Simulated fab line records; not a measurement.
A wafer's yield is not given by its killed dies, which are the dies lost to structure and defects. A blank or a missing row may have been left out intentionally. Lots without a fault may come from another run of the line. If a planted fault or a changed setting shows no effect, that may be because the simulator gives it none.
2 desks, one fault || flow gf180mcu || only its own numbers are on each desk; what lay behind them is given at the end

== THE METROLOGY DESK ==
What the gauges read for every lot (on any tool): the sampled wafers with a number, averaged. Any lot whose mean is over 4 standard deviations away from the usual mean is out of limits and marked OUT; that distance is given in the brackets.
Columns: A = NSD_RS at GF_PSD_RS_MEAS_14, usual 46.15 ohm/sq; B = PSD_RS at GF_PSD_RS_MEAS_15, usual 108.6 ohm/sq; C = SAB_CVD_00_THK at GF_SAB_THK_MEAS_01, usual 50.3 nm
{"lot": "L252", "first seen here": "day 14 17:47", "A": 46.06, "B": 108.1, "C": 50.5}
{"lot": "L253", "first seen here": "day 14 22:07", "A": 46.20, "B": 108.8, "C": 50.1}
{"lot": "L255", "first seen here": "day 15 22:17", "A": 46.15, "B": 108.5, "C": 49.7}
{"lot": "L256", "first seen here": "day 16 01:51", "A": 46.15, "B": 108.9, "C": 50.9}
{"lot": "L258", "first seen here": "day 16 18:01", "A": 46.21, "B": 108.8, "C": 50.3}
{"lot": "L259", "first seen here": "day 17 02:10", "A": 46.11, "B": 108.3, "C": 50.4}
{"lot": "L260", "first seen here": "day 17 07:05", "A": 46.23, "B": 108.9, "C": 50.6}
{"lot": "L261", "first seen here": "day 17 22:15", "A": 46.05, "B": 108.1, "C": 50.7}
{"lot": "L262", "first seen here": "day 18 13:17", "A": 46.17, "B": 108.4, "C": 51.0}
{"lot": "L265", "first seen here": "day 19 10:29", "A": "42.68 (-40) OUT", "B": "98.8 (-29) OUT", "C": 50.3}
{"lot": "L268", "first seen here": "day 20 12:08", "A": "42.55 (-41) OUT", "B": "98.3 (-30) OUT", "C": 50.7}
{"lot": "L271", "first seen here": "day 21 09:35", "A": 46.16, "B": 108.7, "C": 50.6}
{"lot": "L272", "first seen here": "day 21 16:11", "A": 46.22, "B": 108.9, "C": 50.5}
This desk's finding: out of limits on L265, L268; first on L265, day 19 10:29 (NSD_RS at GF_PSD_RS_MEAS_14). In limits: L252, L253, L255, L256, L258, L259, L260, L261, L262, L271, L272.

== FOR THE TOOL OWNER'S DESK: rtp_anneal-01 ==
At GF_PSD_RTA_13 (time 20 s), the tool's own readings, given per lot that ran on this tool as the mean of the sampled wafers with a number. Any lot whose mean is over 4 standard deviations away from the usual mean is out of limits and marked OUT; that distance is given in the brackets.
Columns: A = lamp_power_pct at GF_PSD_RTA_13, usual 32.5 %; B = wafer_temp_C_max at GF_PSD_RTA_13, usual 1030.2
{"lot": "L252", "first seen here": "day 14 17:41", "A": 34.1, "B": 1029.9}
{"lot": "L256", "first seen here": "day 16 01:46", "A": 34.1, "B": 1028.1}
{"lot": "L259", "first seen here": "day 17 02:04", "A": 34.2, "B": 1029.3}
{"lot": "L262", "first seen here": "day 18 13:12", "A": 34.1, "B": 1029.1}
{"lot": "L265", "first seen here": "day 19 10:23", "A": 34.1, "B": 1029.8}
{"lot": "L268", "first seen here": "day 20 12:04", "A": 34.2, "B": 1028.7}
This desk's verdict: no lot among the 6 shows anything out of limits.

== ALL TOGETHER ==
L265, L268 would have let the metrology desk raise an alarm at day 19 10:29.
Nothing out of limits was seen by the tool owner's desk.
The tool owner's desk has L265, L268 on record, within its limits.
Every lot named ran GF_PSD_RTA_13 on rtp_anneal-01.

== WHAT THE SIMULATOR HAD PUT IN ==
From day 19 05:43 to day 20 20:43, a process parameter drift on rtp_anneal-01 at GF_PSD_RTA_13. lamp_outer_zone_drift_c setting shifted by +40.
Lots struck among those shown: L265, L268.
Time in hours between the start of the fault and the first out-of-limits reading at each desk: metrology desk, 5.
